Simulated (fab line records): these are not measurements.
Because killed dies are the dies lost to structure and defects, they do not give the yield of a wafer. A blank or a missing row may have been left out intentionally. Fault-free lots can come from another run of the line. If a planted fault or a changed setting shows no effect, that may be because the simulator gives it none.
fab line records -- flow sfqLine
[record] lots = 7, wafers = 18, lastDay = 94
route steps=325 shown M6@255 I6@266
lots that met no fault: from a run of the same line without faults
startH: start of the lot's first displayed wafer, in hours after the record's first day -- waitH: hours from the lot's prior step to this one -- " the same as in the row above -- L1.1+2: several wafers, shown together as one row -- - no value, or no start given -- * or withheld: withheld -- < > ~ a bound
route shown NAME@n: names a module that has steps shown in the file, with the first one's number in the route -- usual: average and standard deviation across the fault-free wafers -- same: alike in all rows -- chamber/n: place in a boat -- sites: readings site by site -- _std_site: their standard deviation -- _edge_site: the outer-site mean with the inner-site mean subtracted -- radiusMm: for every site, how far away it sits from the centre of the wafer -- mask NAME#n: copy n -- behind: the most recent tool/chamber to have shaped the wafer -- hold: reason for holding the lot/hours on hold/outcome of the hold -- device: the n, p or np transistor that did not switch -- end of line: the route-end tests of the same wafers -- step lacking rows: just its recipe -- killed: at the first sort, the dies lost to defects and structure; wafer yield is something else -- map: a wafer's dies, marking killed ones x, the rest . and places with no die _
set.NAME: setting as actually run; set.NAME@STEP: the setting as run at that earlier step -- model.NAME: the simulator's own value behind a step, which no gauge read
certain route steps with their lots: each step a table, each wafer a row
services: the hour from which a tool's chamber was out of use, counted from the record's first day as startH (under 0 if before that day), plus the number of hours and why
[[steps]]
[step SFQ_TRILAYER_M6_LITHO_COAT_164]
[recipe] resist = BARC, spinRpm = 3000, resistThkNm = 62
[step SFQ_TRILAYER_M6_LITHO_COAT_159]
[recipe] resist = KrF, spinRpm = 3000, resistThkNm = 600
[step SFQ_TRILAYER_M6_LITHO_SOFTBAKE_163]
[recipe] tempC = withheld, timeS = withheld, resist = KrF
[step SFQ_TRILAYER_M6_LITHO_EXPOSE_160]
[recipe] maskId = M6, na = 0.6, sourceShape = conventional, sigmaOuter = 0.65, targetCdNm = 500, doseMj = 14.4
[step SFQ_TRILAYER_M6_LITHO_PEB_162]
[recipe] pebTempC = 115, pebTimeS = 60, resist = KrF
[step SFQ_TRILAYER_M6_LITHO_DEVELOP_161]
[recipe] timeS = 60, resist = KrF
[step SFQ_M6_OVL_MEAS_940]
[usual] M6_OVL = -2/5.8
lot.wafer,tool,chamber,startH,waitH,M6_OVL[nm]
L667.2,overlay-01,-,1652.41,0.1,0
L667.3,overlay-01,-,1652.41,0.1,-4
L667.6,overlay-01,-,1652.41,0.1,-2
L668.2,overlay-02,-,1655.56,0.1,-13
L668.3,overlay-02,-,1655.56,0.1,-14
L668.5,overlay-02,-,1655.56,0.1,-8
L679.2,overlay-01,-,1956.27,0.1,4
L679.3,overlay-01,-,1956.27,0.1,0
L679.6,overlay-01,-,1956.27,0.1,4
L681.2,overlay-02,-,1975.64,0.1,-4
L681.4,overlay-02,-,1975.64,0.1,-8
L682.2,overlay-01,-,1980.44,0.1,-8
L682.5,overlay-01,-,1980.44,0.1,-5
L684.2,overlay-01,-,1987.64,0.1,-1
L684.5,overlay-01,-,1987.64,0.1,11
L688.1,overlay-01,-,1999.63,0.1,1
L688.5,overlay-01,-,1999.63,0.1,7
L688.6,overlay-01,-,1999.63,0.1,-5
[step SFQ_TRILAYER_M6_BARC_OPEN_METAL_ETCH_206]
[recipe] maskMaterial = PR, chemistry = O2, targetDepthNm = 125, target = BARC, icpW = 600, biasW = 80, pressureMtorr = 10, timeS = 41.7
[usual] drypumpMotorCurrentA = 5.6/0.48, oesProductAu = 0.685/0.0044
lot.wafer,tool,chamber,startH,waitH,drypumpMotorCurrentA,oesProductAu,rfHoursCounterH
L667.2,rieMetal-02,1,1652.44,0.0,6.4,0.687,33
L667.3,rieMetal-02,1,1652.44,0.0,6.4,0.690,-
L667.6,rieMetal-02,0,1652.44,0.0,5.3,0.687,-
L668.2,rieMetal-02,1,1655.59,0.0,6.4,0.691,34
L668.3,rieMetal-02,1,1655.59,0.0,6.4,0.676,-
L668.5,rieMetal-02,1,1655.59,0.0,6.4,0.690,-
L679.2,rieMetal-01,1,1956.32,0.0,5.4,0.684,-
L679.3,rieMetal-01,1,1956.32,0.0,5.4,0.686,-
L679.6,rieMetal-01,1,1956.32,0.0,5.4,0.686,-
L681.2,rieMetal-04,0,1975.67,0.0,5.3,0.683,81
L681.4,rieMetal-04,0,1975.67,0.0,5.3,0.687,-
L682.2,rieMetal-02,1,1980.49,0.0,6.4,0.689,-
L682.5,rieMetal-02,1,1980.49,0.0,6.4,0.689,-
L684.2,rieMetal-02,1,1987.69,0.0,6.5,0.686,-
L684.5,rieMetal-02,1,1987.69,0.0,6.5,0.681,-
L688.1,rieMetal-01,1,1999.67,0.0,5.4,0.690,73
L688.5,rieMetal-01,1,1999.67,0.0,5.4,0.683,-
L688.6,rieMetal-01,0,1999.67,0.0,5.4,0.687,-
[step SFQ_TRILAYER_M6_ETCH_METAL_ETCH_162]
[recipe] target = Nb, stopOn = SiO2, maskMaterial = PR, chemistry = Cl2/Ar, targetDepthNm = 240, icpW = 600, biasW = 80, pressureMtorr = 10, timeS = 120
[usual] drypumpMotorCurrentA = 5.6/0.48, oesProductAu = 0.892/0.0082
lot.wafer,tool,chamber,startH,waitH,drypumpMotorCurrentA,oesProductAu,rfHoursCounterH
L667.2,rieMetal-02,1,1652.50,0.0,6.4,0.888,33
L667.3,rieMetal-02,1,1652.50,0.0,6.4,0.890,-
L667.6,rieMetal-02,0,1652.50,0.0,5.3,0.886,-
L668.2,rieMetal-02,1,1655.65,0.0,6.4,0.887,34
L668.3,rieMetal-02,1,1655.65,0.0,6.4,0.886,-
L668.5,rieMetal-02,1,1655.65,0.0,6.4,0.880,-
L679.2,rieMetal-01,1,1956.46,0.1,5.3,0.878,-
L679.3,rieMetal-01,1,1956.46,0.1,5.4,0.880,-
L679.6,rieMetal-01,1,1956.46,0.1,5.4,0.899,-
L681.2,rieMetal-04,0,1975.72,0.0,5.2,0.894,81
L681.4,rieMetal-04,0,1975.72,0.0,5.2,0.890,-
L682.2,rieMetal-02,1,1980.63,0.1,6.4,0.873,-
L682.5,rieMetal-02,1,1980.63,0.1,6.5,0.891,-
L684.2,rieMetal-02,1,1987.83,0.1,6.5,0.887,-
L684.5,rieMetal-02,1,1987.83,0.1,6.4,0.890,-
L688.1,rieMetal-01,1,1999.72,0.0,5.4,0.896,73
L688.5,rieMetal-01,1,1999.72,0.0,5.4,0.897,-
L688.6,rieMetal-01,0,1999.72,0.0,5.4,0.894,-
[step SFQ_TRILAYER_M6_STRIP_STRIP_163]
[recipe] gas = O2, powerW = 200, platenTempC = 40, overashFraction = 0.65, chemistry = O2, pressureMtorr = 50
[usual] drypumpMotorCurrentA = 5.6/0.48, oesProductAu = 1.002/0.0083
[same] overashFraction = 0.65
lot.wafer,tool,chamber,startH,waitH,drypumpMotorCurrentA,oesProductAu,rfHoursCounterH
L667.2,rieMetal-02,1,1652.63,0.1,6.4,0.996,34
L667.3,rieMetal-02,1,1652.63,0.1,6.4,0.993,-
L667.6,rieMetal-02,0,1652.63,0.1,5.3,1.015,-
L668.2,rieMetal-02,1,1655.78,0.1,6.5,0.997,35
L668.3,rieMetal-02,1,1655.78,0.1,6.5,0.990,-
L668.5,rieMetal-02,1,1655.78,0.1,6.5,0.989,-
L679.2,rieMetal-01,1,1956.87,0.4,5.4,1.014,-
L679.3,rieMetal-01,1,1956.87,0.4,5.4,1.004,-
L679.6,rieMetal-01,1,1956.87,0.4,5.4,1.012,-
L681.2,rieMetal-04,0,1975.85,0.1,5.3,1.001,82
L681.4,rieMetal-04,0,1975.85,0.1,5.3,0.997,-
L682.2,rieMetal-02,1,1981.03,0.4,6.4,0.995,-
L682.5,rieMetal-02,1,1981.03,0.4,6.5,0.993,-
L684.2,rieMetal-02,1,1988.23,0.4,6.4,0.990,-
L684.5,rieMetal-02,1,1988.23,0.4,6.5,0.998,-
L688.1,rieMetal-01,1,1999.85,0.1,5.4,1.017,74
L688.5,rieMetal-01,1,1999.85,0.1,5.4,1.016,-
L688.6,rieMetal-01,0,1999.85,0.1,5.4,1.002,-
[step SFQ_TRILAYER_M6_STRIP_SOLV_CLEAN_164]
[recipe] chemistry = NMP, tempC = 70, timeS = 600
[step SFQ_TRILAYER_I6_DEP_PECVD_165]
[recipe] material = SiO2, tempC = 150, timeS = 111.11, pressureTorr = 2.4, rfW = 183.3, precursor = SiH4/N2O, targetThkNm = 500
[usual] heaterPowerOuterW = 36/10, heaterPowerW = 93/14, runLengthS = 138.7/0.66, throttleValvePct = 25.6/1.8
lot.wafer,tool,chamber,startH,waitH,heaterPowerOuterW,heaterPowerW,runLengthS,throttleValvePct,model.SiO2_of_TRILAYER_I6_DEP_PECVD_165.thkNm
L667.2,pecvd-02,1,1653.40,0.0,45,99,139.2,26.0,494.4
L667.3,pecvd-02,0,1653.40,0.0,29,81,138.9,25.1,498.2
L667.6,pecvd-02,0,1653.40,0.0,31,84,139.0,25.1,509.4
L668.2,pecvd-02,2,1656.55,0.0,41,101,138.0,29.5,501.9
L668.3,pecvd-02,1,1656.55,0.0,46,103,140.0,25.8,493.7
L668.5,pecvd-02,1,1656.55,0.0,48,104,139.8,25.8,501.6
L679.2,pecvd-03,0,1958.05,0.0,41,99,138.9,27.2,500.1
L679.3,pecvd-03,1,1958.05,0.0,37,94,138.5,24.6,497.9
L679.6,pecvd-03,2,1958.05,0.0,20,72,138.3,23.6,508.4
L681.2,pecvd-03,1,1976.62,0.0,35,89,114.1,24.6,385.6
L681.4,pecvd-03,2,1976.62,0.0,19,71,114.3,23.5,390
L682.2,pecvd-03,0,1982.21,0.0,46,105,113.8,27.5,388.5
L682.5,pecvd-03,0,1982.21,0.0,48,105,138.1,28.0,506.6
L684.2,pecvd-03,1,1989.41,0.0,40,98,114.4,24.6,386.5
L684.5,pecvd-03,0,1989.41,0.0,47,109,138.2,27.6,504.8
L688.1,pecvd-04,2,2000.64,0.0,33,90,139.7,23.8,494.7
L688.5,pecvd-04,0,2000.64,0.0,43,103,137.8,25.2,493.6
L688.6,pecvd-04,1,2000.64,0.0,29,87,139.8,26.1,496.6
[step SFQ_TRILAYER_I6_CMP_CMP_166]
[recipe] material = SiO2, downForcePsi = 3, platenRpm = 60, padVelocityMS = 0.94248
[usual] motorCurrentA = 10.2/0.74, timeToEndpointS = 221/8.5
lot.wafer,tool,chamber,startH,waitH,motorCurrentA,timeToEndpointS
L667.3,cmp-02,1,1654.55,1.1,10.2,227
L667.2,cmp-02,3,1655.55,2.1,10.5,214
L667.6,cmp-02,1,1656.55,3.1,11.0,230
L668.2,cmp-01,3,1659.00,2.4,10.1,222
L668.3,cmp-01,0,1659.00,2.4,10.9,211
L668.5,cmp-01,3,1661.00,4.4,10.1,226
L679.2,cmp-01,1,1958.12,0.0,10.1,216
L679.3,cmp-01,3,1959.12,1.0,10.1,221
L679.6,cmp-01,1,1960.12,2.0,10.5,226
L681.4,cmp-01,3,1976.74,0.0,10.3,145
L681.2,cmp-01,2,1978.24,1.6,9.2,134
L682.2,cmp-01,1,1982.29,0.0,10.0,143
L682.5,cmp-01,1,1984.29,2.0,11.0,230
L684.2,cmp-01,0,1991.79,2.3,10.7,140
L684.5,cmp-01,3,1993.29,3.8,10.0,238
L688.1,cmp-02,2,2008.49,7.8,10.9,201
L688.5,cmp-02,3,2008.49,7.8,10.6,213
L688.6,cmp-02,0,2008.49,7.8,8.1,220
[step SFQ_I6_BOW_MEAS_941]
[recipe] mode = bow
[usual] I6_BOW = 6/9.8
lot.wafer,tool,chamber,startH,waitH,I6_BOW[um]
L667.2,filmMetro-02,-,1657.07,1.0,9
L667.3,filmMetro-02,-,1657.07,1.0,0
L667.6,filmMetro-02,-,1657.07,1.0,0
L668.2,filmMetro-03,-,1661.52,2.0,-11
L668.3,filmMetro-03,-,1661.52,2.0,9
L668.5,filmMetro-03,-,1661.52,2.0,-9
L679.2,filmMetro-02,-,1961.14,2.5,-5
L679.3,filmMetro-02,-,1961.14,2.5,0
L679.6,filmMetro-02,-,1961.14,2.5,-5
L681.2,filmMetro-02,-,1979.76,1.0,0
L681.4,filmMetro-02,-,1979.76,1.0,7
L682.2,filmMetro-03,-,1985.31,2.5,12
L682.5,filmMetro-03,-,1985.31,2.5,-4
L684.2,filmMetro-03,-,1994.31,2.0,2
L684.5,filmMetro-03,-,1994.31,2.0,12
L688.1,filmMetro-04,-,2009.99,1.0,10
L688.5,filmMetro-04,-,2009.99,1.0,11
L688.6,filmMetro-04,-,2009.99,1.0,11
[[services]]
tool,chamber,startH,hours,kind
cmp-01,-,1631.64,3.5,pm
cmp-02,-,1644.95,5.1,pm
rieMetal-01,0,1649.79,3.2,repair
pecvd-03,1,1681.15,3.4,repair
rieMetal-01,0,1704.13,36.8,repair
cmp-01,-,1711.49,11.4,repair
cmp-01,-,1774.08,2.1,repair
pecvd-03,-,1824.00,1.2,repair
cmp-01,-,1827.49,1.2,repair
rieMetal-02,-,1829.42,0.1,repair
rieMetal-02,-,1860.86,0.8,repair
cmp-01,-,1873.02,1.5,repair
pecvd-03,2,1876.25,4.2,repair
cmp-01,-,1886.19,0.7,repair
cmp-01,-,1892.63,0.7,repair
cmp-01,-,1938.82,4.0,pm
cmp-01,-,1942.59,2.5,repair
pecvd-03,-,1956.53,1.5,repair
pecvd-03,1,1963.37,11.7,repair
pecvd-03,0,1963.96,18.1,repair
rieMetal-01,-,1969.86,2.8,pm
cmp-01,-,1970.10,6.2,pm
rieMetal-02,0,1979.83,8.4,repair
cmp-01,-,2000.29,4.8,pm
[[key]]
[firstSign] step = SFQ_TRILAYER_I6_DEP_PECVD_165, reading = runLengthS, direction = down, sigmas = 37, usual = *, struck = *
[effect] step = SFQ_TRILAYER_I6_CMP_CMP_166, reading = timeToEndpointS, direction = down, sigmas = 9.4, usual = *, struck = *
[modelEffect] step = SFQ_TRILAYER_I6_DEP_PECVD_165, value = SiO2_of_TRILAYER_I6_DEP_PECVD_165.thkNm, without = 497.6, struck = 387.7
metAt SFQ_TRILAYER_I6_DEP_PECVD_165
struckWafers L681.2,L681.4,L682.2,L684.2
onsetBetween 1958.05 1976.62
[fault] kind = processParameterDrift, tool = pecvd-03, chamber = -, onsetH = 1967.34, steps = SFQ_TRILAYER_I6_DEP_PECVD_165, channel = timeS, offset = *, shape = step, endH = 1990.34, scope = struckWafersOnly, actsIn = *, stated = *
